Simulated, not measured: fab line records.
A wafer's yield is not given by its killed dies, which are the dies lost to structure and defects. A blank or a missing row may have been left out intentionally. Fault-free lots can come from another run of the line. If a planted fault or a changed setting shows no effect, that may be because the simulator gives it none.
A struck lot beside a sound one / flow sky130 / 15 steps out of a route of 708
Sound: the wafers L951.3, L951.4, L951.5. Struck: wafers L954.4, L954.5 (left out: L954.3, a lot-mate that was not struck); the cause follows at the end.
Order at every step that has rows: each side's tool, ch and its chambers, its first start. Under that, the readings that differ: sound wafers / struck wafers / difference of the means / sigmas: that difference in standard deviations of wafers without a fault.
alike: readings whose means differ by less than 2 such deviations, and words and numbers that are the same on both sides. not compared: withheld readings, readings that some wafer has no value for, bounds like >300 that may hide the same value, and numbers for which the record gives no deviation and whose values overlap.
Wherever a step has rows on one side only, a row that says differs or no value, or a row with sigmas, the two part there. When numbers do not overlap yet have no deviation, they are printed without sigmas and do not part them. Lack of a reading on every wafer of one side parts them only where that side has two or more wafers.

first, 8 steps without rows for these wafers: SKY_LOCAL_INTERCONNECT_DEHYDRATE_03 (time 60 s); SKY_LOCAL_INTERCONNECT_HMDS_04 (prime time 60 s); SKY_LOCAL_INTERCONNECT_COAT_05 (resist thk 60 nm); SKY_LOCAL_INTERCONNECT_COAT_06 (resist thk 450 nm); SKY_LOCAL_INTERCONNECT_SOFTBAKE_07 (time 90 s); SKY_LOCAL_INTERCONNECT_EXPOSE_08 (exposes mask LI1M, target cd 170 nm); SKY_LOCAL_INTERCONNECT_PEB_09; SKY_LOCAL_INTERCONNECT_DEVELOP_10 (develop time 60 s).
SKY_LOCAL_INTERCONNECT_CD_MEAS_11: target cd 170 nm.
  sound: cd sem-02 at day 31 02:41; struck: cd sem-01 at day 32 03:05
reading=cd nm (nm); sound=169.7 173.0 171.6; struck=166.7 166.1; difference=-5.0; sigmas=-3
SKY_LOCAL_INTERCONNECT_OVL_MEAS_12:
  sound: overlay-02 at day 31 02:46; struck: overlay-01 at day 32 03:10
  alike: LOCAL_INTERCONNECT_OVL
SKY_LOCAL_INTERCONNECT_ETCH_13: etches BARC in N2/H2, stops on SiO2, time 45.9 s, target depth 60 nm.
  sound on rie metal-02 ch 0,1, day 31 02:49; struck on rie metal-03 ch 0,1, day 32 03:13
  alike: drypump motor current A, oes product au, throttle valve pct
  not compared: rf hours counter h
SKY_LOCAL_INTERCONNECT_METAL_ETCH_14: etches TiN in Cl2/BCl3, stops on PSG, target depth 110 nm, time 31.4 s.
  sound on rie metal-02 ch 0,1, day 31 02:53; struck on rie metal-03 ch 0,1, day 32 03:17
  alike: drypump motor current A, mfc cl2 sccm, oes product au, throttle valve pct
  not compared: rf hours counter h
SKY_LOCAL_INTERCONNECT_STRIP_15: strips in O2/N2.
  sound on plasma asher-01 ch 0,1, day 31 02:57; struck on plasma asher-01 ch 0, day 32 03:21
reading=chamber pressure mTorr (mTorr); sound=1500.8 1501.0 1500.0; struck=1198.7 1202.4; difference=-300.0; sigmas=-99 or more
reading=strip time to endpoint s (s); sound=4.748 4.728 4.712; struck=5.017 5.038; difference=+0.298; sigmas=+14
  alike: drypump motor current A, oes product au
  not compared: rf hours counter h
then, 1 step without rows for these wafers: SKY_LOCAL_INTERCONNECT_STRIP_16 (strips in post etch residue remover, time 1200 s).
-- a jump in the record: the struck wafers' starts before and after are 15 days apart (it breaks off in module LOCAL_INTERCONNECT and resumes in module PAD_OPEN, where the first step shown is number 708 of the route) --
SKY_PAD_OPEN_PROBE_99:
  sound: prober-02 at day 46 09:05; struck: prober-01 at day 47 01:11
  alike: killed_at_M0_to_M3, killed_at_M4_up, killed at contacts, killed at front end, killed at other, killed dies, killed open, killed short

## WHERE THEY PART
Last at SKY_LOCAL_INTERCONNECT_STRIP_15 as far as this record goes, first at SKY_LOCAL_INTERCONNECT_CD_MEAS_11. Later steps at which nothing parts them and some readings are alike: SKY_PAD_OPEN_PROBE_99.

WHY: what the simulator had put in
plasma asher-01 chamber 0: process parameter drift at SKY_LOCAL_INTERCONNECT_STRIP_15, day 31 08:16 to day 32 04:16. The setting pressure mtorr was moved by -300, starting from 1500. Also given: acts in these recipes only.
